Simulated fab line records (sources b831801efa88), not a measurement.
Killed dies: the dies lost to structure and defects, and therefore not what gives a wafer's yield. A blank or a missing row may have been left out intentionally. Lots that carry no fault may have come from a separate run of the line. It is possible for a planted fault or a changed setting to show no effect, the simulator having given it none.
Which tool did it? | flow sky130 | Sampling: 6 lots, 18 wafers, 3 of 708 route steps

== WHAT THE GAUGES SHOWED, per wafer ==
SKY_VT_ADJUST_HVTR_TW_MEAS_11.
lot  | measured     | on            | VT_ADJUST_HVTR_TW
L268 | day 10 08:21 | film-metro-02 | 212.8 211.8 212.4
L270 | day 10 23:45 | film-metro-03 | 215.5 215.1 214.5
L272 | day 11 13:00 | film-metro-01 | 211.9 211.6 210.9
L274 | day 12 03:54 | film-metro-02 | 211.8 212.4 211.7
L277 | day 13 02:12 | film-metro-02 | 306.7 306.1 305.8
L279 | day 13 14:47 | film-metro-03 | 313.6 311.3 312.9

== TOOL THAT RAN EACH LOT (tool first, then ch and the chambers of the sampled wafers, then the start) ==
lot  | SKY_FIELD_ISO_ETCH_14             | SKY_VT_ADJUST_HVTR_IMPLANT_09
L268 | rie-diel-03 ch 0,1, day 2 20:43   | implanter-03 ch 0, day 10 08:07
L270 | rie-diel-03 ch 0,1,2, day 3 08:52 | implanter-02 ch 0, day 10 23:31
L272 | rie-diel-01 ch 2,3, day 3 18:33   | implanter-04 ch 0, day 11 12:45
L274 | rie-diel-04 ch 1,2,3, day 4 03:25 | implanter-04 ch 0, day 12 03:39
L277 | rie-diel-03 ch 0,1,2, day 4 18:43 | implanter-02 ch 0, day 13 01:57
L279 | rie-diel-03 ch 0,1, day 5 05:57   | implanter-02 ch 0, day 13 14:32
- SKY_FIELD_ISO_ETCH_14: etches BARC in N2/H2, stops on SiO2, time 45.9 s, target depth 60 nm.
- SKY_VT_ADJUST_HVTR_IMPLANT_09

== THE ANSWER, worked out from the rows above alone ==
Rule: usual is defined by the lots themselves. The widest of any qualifying gaps counts: lots, ordered by their means at a reading, are off when they make up no more than a third of the lots, leave a main group of 4 or more, and stand apart from it by 3 or more times the standard deviation of that group's means. A main group whose means are all the same, to the digits that the tables above print for the reading, isn't used. A lot without any number at a reading at which 4 lots or more have one is off too. The other lots that the step has rows for count as sound.
Off: L277, L279, seen at SKY_VT_ADJUST_HVTR_TW_MEAS_11 (VT_ADJUST_HVTR_TW). For the main group the mean is 212.7 and the standard deviation 1.4.
If a tool, at a process step before that reading, ran all the lots that are off and no sound lot after the first of them, it fits. Those tools and the gauges at SKY_VT_ADJUST_HVTR_TW_MEAS_11 are tried in the same way. This does not decide it: 2 tools fit, namely rie-diel-03 at SKY_FIELD_ISO_ETCH_14 and implanter-02 at SKY_VT_ADJUST_HVTR_IMPLANT_09.

== WHAT THE SIMULATOR HAD PUT IN ==
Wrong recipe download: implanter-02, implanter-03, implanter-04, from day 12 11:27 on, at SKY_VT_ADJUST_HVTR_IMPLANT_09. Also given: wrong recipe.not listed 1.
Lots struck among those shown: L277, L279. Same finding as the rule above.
